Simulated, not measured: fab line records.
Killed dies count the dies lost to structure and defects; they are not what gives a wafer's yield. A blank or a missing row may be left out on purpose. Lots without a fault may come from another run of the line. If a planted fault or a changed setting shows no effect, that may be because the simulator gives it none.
fab line records | flow gf180mcu
record: lots: 12 wafers: 36 last_day: 32
route steps=602 shown STI@13 LVPWELL@64 MVSD@75 POLY_GATE@170
lots that met no fault: taken from a fault-free run of the same line
start_h: start of the lot's first displayed wafer, in hours after the record's first day | wait_h: hours since the lot's step before | " repeats the value in the row above | L1.1+2: several wafers, shown together as one row | - no value, or no start given | * or withheld: withheld | < > ~ a bound
route shown NAME@n: a module of which the file shows steps, and the number in the route of the first | usual: mean/standard deviation taken from wafers without a fault | same: alike in all rows | chamber/n: place in a boat | sites: each site's reading | _std_site: standard deviation across them | _edge_site: inner sites' mean taken away from outer sites' mean | radius_mm: how far each site lies from the wafer's centre | mask NAME#n: copy n | behind: the most recent tool/chamber to have shaped the wafer | hold: why the lot went on hold/how many hours it stayed there/how the hold came to an end | device: the transistor (n, p or np) that didn't switch | end of line: the same wafers' tests at the end of the route | a step given without rows: its recipe and nothing more | killed: the dies lost at the first sort to structure and to defects; this is not the yield of the wafer | map: per-die view of a wafer (x killed, . not killed, _ where there is no die)
set.NAME: the run value of the setting; set.NAME@STEP: its run value at that earlier step | model.NAME: the simulator's own value behind a step, which no gauge read
a sample of lots followed through the steps of the route, with each step as a table and each wafer as a row
services: the hour from which a tool's chamber was out of use, counted from the record's first day as start_h (under 0 if before that day), plus the number of hours and why
== steps ==
step: GF_STI_CD_MEAS_12
recipe: target_cd_nm: 220
usual: cd_nm: 220.0/1
columns lot.wafer tool chamber start_h wait_h cd_nm
L490.1 cd_sem-01 - 25.86 0.1 217.9
L490.3 " - " " 218.9
L490.5 " - " " 218.3
L491.1 cd_sem-01 - 31.86 0.1 221.3
L491.2 " - " " 221.3
L491.4 " - " " 221.0
L492.3 cd_sem-02 - 38.12 0.1 221.2
L492.5 " - " " 221.9
L492.6 " - " " 220.9
L493.1 cd_sem-02 - 41.79 0.1 218.7
L493.5 " - " " 219.0
L493.6 " - " " 218.4
L494.2 cd_sem-01 - 46.06 0.1 220.3
L494.5 " - " " 220.1
L494.6 " - " " 220.1
L495.1 cd_sem-02 - 51.31 0.1 218.7
L495.3 " - " " 220.3
L495.4 " - " " 219.6
L496.3 cd_sem-01 - 56.02 0.1 221.4
L496.4 " - " " 221.2
L496.5 " - " " 221.5
L497.1 cd_sem-02 - 62.79 0.1 220.5
L497.2 " - " " 220.6
L497.6 " - " " 220.5
L498.1 cd_sem-01 - 67.23 0.1 219.0
L498.2 " - " " 219.2
L498.3 " - " " 219.4
L503.2 cd_sem-02 - 93.35 0.1 219.8
L503.5 " - " " 221.1
L503.6 " - " " 221.8
L504.2 cd_sem-02 - 97.46 0.1 220.0
L504.3 " - " " 218.7
L504.5 " - " " 219.5
L505.4 cd_sem-02 - 101.82 0.1 222.0
L505.5 " - " " 220.7
L505.6 " - " " 222.3
step: GF_LVPWELL_STRIP_10
recipe: chemistry: O2/N2 power_w: 1400 pressure_mtorr: 1500 platen_temp_c: 250 o2_flow_sccm: 3000 n2_flow_sccm: 300 overash_fraction: 0.5
usual: drypump_motor_current_A: 5.8/0.38 heater_power_w: 335/41 oes_product_au: 0.722/0.0041 strip_time_to_endpoint_s: 36.95/0.11
columns lot.wafer tool chamber start_h wait_h drypump_motor_current_A heater_power_w oes_product_au rf_hours_counter_h strip_time_to_endpoint_s
L490.1 plasma_asher-01 1 73.42 0.1 5.6 317 0.723 43 36.98
L490.3 " 1 " " 5.6 319 0.724 - 36.93
L490.5 " 1 " " 5.6 323 0.732 - 36.96
L491.1 plasma_asher-03 1 77.34 0.1 5.7 287 0.726 41 36.89
L491.2 " 0 " " 5.5 328 0.721 41 36.92
L491.4 " 1 " " 5.6 291 0.723 - 36.76
L492.3 plasma_asher-01 1 83.27 0.1 5.6 317 0.724 - 36.87
L492.5 " 1 " " 5.6 315 0.732 - 36.94
L492.6 " 0 " " 6.4 388 0.729 - 36.92
L493.1 plasma_asher-01 1 86.36 0.1 5.6 326 0.720 44 37.11
L493.5 " 1 " " 5.6 316 0.719 - 37.12
L493.6 " 0 " " 6.4 397 0.721 - 37.03
L494.2 plasma_asher-03 1 90.71 0.1 5.6 278 0.724 42 36.81
L494.5 " 0 " " 5.5 322 0.719 - 36.83
L494.6 " 1 " " 5.6 280 0.727 - 36.81
L495.1 plasma_asher-01 0 99.76 0.1 6.4 386 0.733 46 36.96
L495.3 " 1 " " 5.6 315 0.715 - 36.89
L495.4 " 0 " " 6.4 380 0.726 - 36.82
L496.3 plasma_asher-03 1 103.40 0.1 5.7 291 0.718 - 37.05
L496.4 " 0 " " 5.6 321 0.720 - 37.06
L496.5 " 1 " " 5.6 282 0.726 - 36.95
L497.1 plasma_asher-04 0 109.39 0.1 6.3 406 0.721 30 37.07
L497.2 " 1 " " 5.5 293 0.722 30 37.13
L497.6 " 1 " " 5.5 291 0.719 - 37.08
L498.1 plasma_asher-04 1 114.39 0.1 5.5 285 0.722 31 37.01
L498.2 " 0 " " 6.2 396 0.724 31 36.88
L498.3 " 1 " " 5.5 292 0.716 - 36.86
L503.2 plasma_asher-03 1 143.44 0.1 5.6 286 0.726 48 36.94
L503.5 " 1 " " 5.6 284 0.721 - 36.89
L503.6 " 0 " " 5.5 317 0.724 - 36.85
L504.2 plasma_asher-01 0 146.79 0.1 6.4 378 0.718 3 37.09
L504.3 " 1 " " 5.6 323 0.729 - 37.11
L504.5 " 1 " " 5.6 322 0.722 - 37.12
L505.4 plasma_asher-04 1 153.10 0.1 5.5 294 0.725 - 36.81
L505.5 " 1 " " 5.5 294 0.723 - 36.84
L505.6 " 0 " " 6.2 383 0.712 - 36.77
step: GF_MVSD_IMPLANT_09
recipe: species: P energy_kev: 100 dose_cm2: 5e+12 tilt_deg: 0
usual: beam_energy_keV: 100.00/0.033 implant_ion_amu: 31/0
columns lot.wafer tool chamber start_h wait_h beam_energy_keV implant_ion_amu
L490.1 implanter-04 0 86.59 0.1 99.98 31
L490.3 " 0 " " 100.05 31
L490.5 " 0 " " 100.02 31
L491.1 implanter-04 0 90.64 0.1 100.01 31
L491.2 " 0 " " 100.06 31
L491.4 " 0 " " 100.03 31
L492.3 implanter-04 0 96.68 0.1 99.95 31
L492.5 " 0 " " 100.00 31
L492.6 " 0 " " 99.96 31
L493.1 implanter-04 0 100.04 0.1 100.05 31
L493.5 " 0 " " 100.03 31
L493.6 " 0 " " 100.03 31
L494.2 implanter-04 0 104.27 0.1 100.03 31
L494.5 " 0 " " 100.06 31
L494.6 " 0 " " 100.09 31
L495.1 implanter-04 0 114.93 0.1 99.95 31
L495.3 " 0 " " 99.96 31
L495.4 " 0 " " 99.99 31
L496.3 implanter-03 0 117.53 0.1 100.02 31
L496.4 " 0 " " 100.03 31
L496.5 " 0 " " 100.02 31
L497.1 implanter-04 0 124.24 0.1 99.95 31
L497.2 " 0 " " 100.02 31
L497.6 " 0 " " 100.01 31
L498.1 implanter-01 0 129.16 0.1 100.03 31
L498.2 " 0 " " 99.99 31
L498.3 " 0 " " 100.04 31
L503.2 implanter-01 0 160.20 0.1 100.07 75
L503.5 " 0 " " 100.02 75
L503.6 " 0 " " 100.04 75
L504.2 implanter-04 0 162.99 0.1 99.99 75
L504.3 " 0 " " 100.06 75
L504.5 " 0 " " 100.04 75
L505.4 implanter-04 0 168.75 0.1 99.96 75
L505.5 " 0 " " 99.99 75
L505.6 " 0 " " 100.02 75
step: GF_MVSD_TW_MEAS_11
usual: MVSD_TW: 1578/15
columns lot.wafer tool chamber start_h wait_h MVSD_TW
L490.1 film_metro-04 - 86.84 0.1 1589
L490.3 " - " " 1583
L490.5 " - " " 1586
L491.1 film_metro-03 - 90.89 0.1 1578
L491.2 " - " " 1581
L491.4 " - " " 1589
L492.3 film_metro-04 - 96.90 0.1 1568
L492.5 " - " " 1571
L492.6 " - " " 1564
L493.1 film_metro-03 - 100.29 0.1 1593
L493.5 " - " " 1584
L493.6 " - " " 1589
L494.2 film_metro-03 - 104.50 0.1 1588
L494.5 " - " " 1595
L494.6 " - " " 1590
L495.1 film_metro-04 - 115.18 0.1 1587
L495.3 " - " " 1571
L495.4 " - " " 1582
L496.3 film_metro-01 - 117.75 0.1 1550
L496.4 " - " " 1543
L496.5 " - " " 1550
L497.1 film_metro-03 - 124.49 0.1 1598
L497.2 " - " " 1588
L497.6 " - " " 1596
L498.1 film_metro-01 - 129.41 0.1 1554
L498.2 " - " " 1554
L498.3 " - " " 1561
L503.2 film_metro-04 - 160.44 0.1 1695
L503.5 " - " " 1697
L503.6 " - " " 1693
L504.2 film_metro-01 - 163.22 0.1 1664
L504.3 " - " " 1668
L504.5 " - " " 1664
L505.4 film_metro-04 - 168.96 0.1 1702
L505.5 " - " " 1693
L505.6 " - " " 1694
step: GF_VT_IMPLANT_RS_MEAS_46
recipe: thk_meas_gauge: four-point-probe
usual: MVSD_RS: 457.0/1
columns lot.wafer tool chamber start_h wait_h MVSD_RS[ohm/sq]
L490.1 film_metro-03 - 162.85 0.2 457.7
L490.3 " - " " 456.9
L490.5 " - " " 457.8
L491.1 film_metro-03 - 165.25 0.1 455.9
L491.2 " - " " 457.1
L491.4 " - " " 456.7
L492.3 film_metro-01 - 172.79 0.1 456.3
L492.5 " - " " 457.1
L492.6 " - " " 456.9
L493.1 film_metro-03 - 177.80 0.1 456.5
L493.5 " - " " 457.3
L493.6 " - " " 458.0
L494.2 film_metro-04 - 182.67 0.1 456.4
L494.5 " - " " 457.8
L494.6 " - " " 457.7
L495.1 film_metro-01 - 195.16 0.1 456.1
L495.3 " - " " 456.7
L495.4 " - " " 456.1
L496.3 film_metro-03 - 196.78 0.1 457.6
L496.4 " - " " 458.0
L496.5 " - " " 458.7
L497.1 film_metro-03 - 204.90 0.1 456.8
L497.2 " - " " 457.2
L497.6 " - " " 456.7
L498.1 film_metro-01 - 210.96 0.1 456.0
L498.2 " - " " 455.3
L498.3 " - " " 454.8
L503.2 film_metro-01 - 246.86 0.1 474.7
L503.5 " - " " 475.1
L503.6 " - " " 475.8
L504.2 film_metro-03 - 251.17 0.2 478.0
L504.3 " - " " 476.6
L504.5 " - " " 476.7
L505.4 film_metro-04 - 256.85 0.1 476.7
L505.5 " - " " 478.0
L505.6 " - " " 476.5
step: GF_POLY_GATE_ETCH_13
recipe: target: poly-Si target_depth_nm: 198.5 stop_on: SiO2 over_etch_frac: 0.403 chemistry: HBr/Cl2 icp_w: 400 bias_w: 100 pressure_mtorr: 10 HBr_flow_sccm: 150 Cl2_flow_sccm: 50 time_s: 69.6
usual: drypump_motor_current_A: 5.8/0.52 oes_product_au: 0.989/0.009 throttle_valve_pct: 33.685/0.0084
columns lot.wafer tool chamber start_h wait_h drypump_motor_current_A oes_product_au rf_hours_counter_h throttle_valve_pct
L490.1 rie_si-01 3 202.58 - 6.3 0.984 2 33.685
L490.3 " 2 " " 6.2 0.993 3 33.703
L490.5 " 3 " " 6.2 0.997 - 33.677
L491.1 rie_si-01 3 207.46 - 6.2 0.998 2 33.692
L491.2 " 2 " " 6.2 0.998 3 33.677
L491.4 " 1 " " 5.0 0.998 36 33.698
L492.3 rie_si-02 1 216.30 - 6.3 0.979 1 33.676
L492.5 " 0 " " 5.5 0.987 - 33.687
L492.6 " 1 " " 6.3 0.971 - 33.674
L493.1 rie_si-01 3 220.53 - 6.2 0.985 2 33.681
L493.5 " 2 " " 6.2 0.991 - 33.694
L493.6 " 3 " " 6.2 0.983 - 33.670
L494.2 rie_si-01 3 224.91 - 6.2 0.986 2 33.684
L494.5 " 1 " " 5.0 0.994 - 33.676
L494.6 " 3 " " 6.2 0.992 - 33.681
L495.1 rie_si-02 2 234.80 - 6.1 0.992 0 33.690
L495.3 " 3 " " 6.0 0.983 37 33.681
L495.4 " 1 " " 6.3 0.973 1 33.691
L496.3 rie_si-02 3 239.48 - 6.1 0.999 38 33.682
L496.4 " 2 " " 6.1 1.007 0 33.680
L496.5 " 1 " " 6.3 0.971 - 33.691
L497.1 rie_si-01 0 248.91 - 5.1 0.986 0 33.693
L497.2 " 3 " " 6.2 1.002 2 33.697
L497.6 " 1 " " 5.0 0.999 - 33.696
L498.1 rie_si-01 1 253.06 - 5.0 1.003 37 33.672
L498.2 " 0 " " 5.1 0.990 0 33.701
L498.3 " 2 " " 6.2 0.997 4 33.674
L503.2 rie_si-01 2 291.96 - 6.2 0.992 4 33.692
L503.5 " 1 " " 5.0 0.995 - 33.671
L503.6 " 0 " " 5.0 0.981 - 33.680
L504.2 rie_si-01 0 294.88 - 5.0 0.974 0 33.686
L504.3 " 1 " " 5.0 0.991 37 33.680
L504.5 " 1 " " 5.0 0.991 - 33.678
L505.4 rie_si-01 1 301.61 - 5.0 0.986 - 33.671
L505.5 " 0 " " 5.0 0.978 - 33.678
L505.6 " 3 " " 6.2 0.982 - 33.665
== services ==
columns tool chamber start_h hours kind
implanter-03 - 54.77 3.6 repair
plasma_asher-03 - 59.33 0.8 repair
implanter-04 - 82.58 3.2 pm
rie_si-01 - 95.99 0.3 repair
plasma_asher-01 - 108.75 9.0 pm
plasma_asher-01 0 108.75 9.0 vent_cycle
plasma_asher-01 1 108.75 9.0 vent_cycle
plasma_asher-01 0 117.75 - clean
rie_si-02 3 143.12 5.6 repair
implanter-04 - 154.05 4.4 pm
plasma_asher-01 - 159.76 2.8 pm
plasma_asher-01 - 195.09 0.8 repair
rie_si-01 0 224.62 - clean
rie_si-01 0 224.62 21.6 scheduled_down
rie_si-01 0 224.62 21.6 vent_cycle
implanter-03 - 248.30 1.7 repair
implanter-04 - 259.51 0.9 repair
implanter-03 - 264.23 31.1 pm
plasma_asher-03 - 266.78 4.6 repair
plasma_asher-04 - 275.27 3.5 repair
plasma_asher-01 - 283.28 0.6 repair
plasma_asher-01 - 298.60 5.2 repair
plasma_asher-03 - 301.17 0.7 repair
rie_si-01 2 301.45 6.8 repair
== key ==
first_sign: step: GF_MVSD_IMPLANT_09 reading: implant_ion_amu direction: up sigmas: 99+ usual: 31 struck: 75
effect: step: GF_MVSD_TW_MEAS_11 reading: MVSD_TW direction: up sigmas: 7.3 usual: 1578 struck: 1685
effect: step: GF_VT_IMPLANT_RS_MEAS_46 reading: MVSD_RS direction: up sigmas: 19 usual: 457.0 struck: 476.5
met_at GF_MVSD_IMPLANT_09
struck_lots L503,L504,L505
tester_left_out L503,L504,L505
not_acting_at GF_STI_CD_MEAS_12,GF_LVPWELL_STRIP_10,GF_POLY_GATE_ETCH_13
onset_between 129.16 160.20
fault: kind: wrong_recipe_download tool: implanter-01,implanter-03,implanter-04 chamber: - onset_h: 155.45 steps: GF_MVSD_IMPLANT_09 wrong_recipe.not_listed: 1
tester_left_out: of these lots the tester's yield and bins aren't shown, on N5 and GAA mostly nor the transistor test; their killed dies are dies lost to structure and defects alone, not to doping, threshold or leakage, so they don't give the yield
